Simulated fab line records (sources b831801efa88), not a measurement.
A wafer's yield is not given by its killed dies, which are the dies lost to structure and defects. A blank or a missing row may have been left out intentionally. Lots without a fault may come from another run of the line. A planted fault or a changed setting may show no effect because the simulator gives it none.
Which tool did it? | flow gf180mcu | 42 wafers from 14 lots sampled at 4 of the route's 602 steps

WHAT THE GAUGES READ, wafer by wafer
GF_V2_THK_MEAS_03.
lot  | measured     | on            | V2_CVD_02_THK (nm)
L438 | day 19 04:19 | film-metro-03 | 865 866 870
L439 | day 20 07:46 | film-metro-01 | 860 846 871
L441 | day 20 15:42 | film-metro-01 | 853 852 857
L442 | day 21 02:58 | film-metro-02 | 850 840 870
L443 | day 21 13:52 | film-metro-02 | 858 864 867
L444 | day 21 15:29 | film-metro-03 | 832 833 851
L446 | day 22 14:35 | film-metro-01 | 835 842 847
L448 | day 23 03:43 | film-metro-02 | 825 838 845
L449 | day 23 13:13 | film-metro-01 | 840 853 852
L450 | day 23 16:07 | film-metro-03 | 852 860 865
L454 | day 24 22:40 | film-metro-02 | 836 844 849
L458 | day 26 08:34 | film-metro-02 | 861 844 861
L460 | day 26 19:08 | film-metro-03 | 852 850 848
L461 | day 26 23:59 | film-metro-02 | 842 843 854

GF_V2_CD_MEAS_14 targets a cd of 260 nm.
lot  | measured     | on        | cd-nm (nm)
L438 | day 20 05:40 | cd-sem-01 | 259.4 260.0 259.8
L439 | day 21 08:02 | cd-sem-02 | 260.2 259.5 259.8
L441 | day 21 15:49 | cd-sem-01 | 262.9 263.2 262.4
L442 | day 22 03:11 | cd-sem-01 | 257.6 258.7 259.3
L443 | day 22 14:07 | cd-sem-02 | 259.6 259.6 259.1
L444 | day 22 15:23 | cd-sem-01 | 259.0 259.3 258.5
L446 | day 23 13:54 | cd-sem-02 | 260.2 260.3 260.1
L448 | day 24 02:14 | cd-sem-01 | 260.6 259.5 259.8
L449 | day 24 11:29 | cd-sem-02 | 258.8 259.0 258.0
L450 | day 24 14:37 | cd-sem-02 | 259.4 259.9 260.1
L454 | day 25 19:52 | cd-sem-01 | 260.5 258.9 258.6
L458 | day 27 05:35 | cd-sem-01 | 261.6 259.8 261.0
L460 | day 27 16:16 | cd-sem-02 | 261.7 261.7 260.3
L461 | day 27 20:45 | cd-sem-01 | 260.7 262.2 260.7

WHICH TOOL RAN EACH LOT (tool, then ch and the chambers of the sampled wafers, then the start)
lot  | GF_DNWELL_IMPLANT_07           | GF_SAB_CVD_00
L438 | implanter-04 ch 0, day 2 18:04 | pecvd-03 ch 1,2, day 14 05:00
L439 | implanter-01 ch 0, day 3 04:29 | pecvd-02 ch 1,2, day 15 05:32
L441 | implanter-01 ch 0, day 3 12:31 | pecvd-03 ch 0,1,2, day 15 12:43
L442 | implanter-01 ch 0, day 3 16:41 | pecvd-02 ch 1,2, day 15 22:27
L443 | implanter-03 ch 0, day 3 23:37 | pecvd-04 ch 0,1, day 16 08:47
L444 | implanter-04 ch 0, day 4 04:41 | pecvd-02 ch 1,2, day 16 09:41
L446 | implanter-03 ch 0, day 4 13:35 | pecvd-02 ch 1,2, day 17 08:08
L448 | implanter-01 ch 0, day 5 00:50 | pecvd-03 ch 0,1,2, day 17 20:42
L449 | implanter-04 ch 0, day 5 06:07 | pecvd-04 ch 0,2, day 18 07:30
L450 | implanter-04 ch 0, day 5 11:23 | pecvd-03 ch 1,2, day 18 10:54
L454 | implanter-04 ch 0, day 6 07:32 | pecvd-02 ch 1,2, day 19 20:06
L458 | implanter-01 ch 0, day 7 04:37 | pecvd-03 ch 1,2, day 21 10:30
L460 | implanter-01 ch 0, day 7 15:23 | pecvd-04 ch 1,2, day 21 22:05
L461 | implanter-01 ch 0, day 7 20:50 | pecvd-02 ch 0,1,2, day 22 04:04
- GF_DNWELL_IMPLANT_07
- GF_SAB_CVD_00: deposits SiO2 from TEOS, target thk 50 nm, time 4.9302 s.

AS READ BY THE TOOLS THEMSELVES (means over the sampled wafers that have a number; for cases with no such wafer, the mark the record gives instead)
GF_DNWELL_IMPLANT_07.
lot  | tool         | beam-energy-keV
L438 | implanter-04 | 1500.7
L439 | implanter-01 | 1499.6
L441 | implanter-01 | 1500.4
L442 | implanter-01 | 1500.3
L443 | implanter-03 | 1499.9
L444 | implanter-04 | 1500.6
L446 | implanter-03 | 1499.6
L448 | implanter-01 | 1500.1
L449 | implanter-04 | 1500.4
L450 | implanter-04 | 1473.0
L454 | implanter-04 | 1473.3
L458 | implanter-01 | 1500.2
L460 | implanter-01 | 1500.1
L461 | implanter-01 | 1500.4

GF_SAB_CVD_00.
lot  | tool     | heater-power-w (W)
L438 | pecvd-03 | 657
L439 | pecvd-02 | 683
L441 | pecvd-03 | 673
L442 | pecvd-02 | 675
L443 | pecvd-04 | 639
L444 | pecvd-02 | 644
L446 | pecvd-02 | 590
L448 | pecvd-03 | 677
L449 | pecvd-04 | 496
L450 | pecvd-03 | 583
L454 | pecvd-02 | 647
L458 | pecvd-03 | 614
L460 | pecvd-04 | 623
L461 | pecvd-02 | 626

THE ANSWER, worked out from the rows above alone
Rule: what is usual is taken from the lots themselves. Put in order of their means at a reading, lots are off if they are a third of the lots or fewer, leave a main group of 4 or more, and stand apart from it by a gap of 3 or more times the standard deviation of the main group's means; of several such gaps the widest counts. A main group is skipped when, at the precision printed for the reading in the tables above, its means are all equal. A lot without any number at a reading at which 4 lots or more have one is off too. Any other lot the step has rows for is counted as sound. After the gauges, taken in route order, come the tools' own readings; for these a lot's mean is taken, as printed above. At the first step where some lot is off, the reading lying furthest off is the one used; lots without a number count as furthest.
Off at GF_DNWELL_IMPLANT_07 (beam-energy-keV): L450, L454. Main group: mean 1500.2, sd 0.34.
If a tool, at that step or one of the process steps before it, ran each lot that is off and ran no sound lot following the first of them, it fits. One fits: implanter-04 at GF_DNWELL_IMPLANT_07. Its last sound lot is L449 (day 5 06:07), its first lot that is off L450 (day 5 11:23): a fault that began between those two fits.
On the lots that are off, the tool's own readings at GF_DNWELL_IMPLANT_07 differ by more than 5 times the standard deviation of the sound lots' means, which bears it out; beam-energy-keV reads 1473.2 there versus 1500.2 on the sound lots.

WHAT THE SIMULATOR PUT IN
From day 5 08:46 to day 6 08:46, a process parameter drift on implanter-04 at GF_DNWELL_IMPLANT_07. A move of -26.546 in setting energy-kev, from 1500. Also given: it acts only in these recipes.
Struck lots among those shown: L450, L454. The same result came from the rule above.
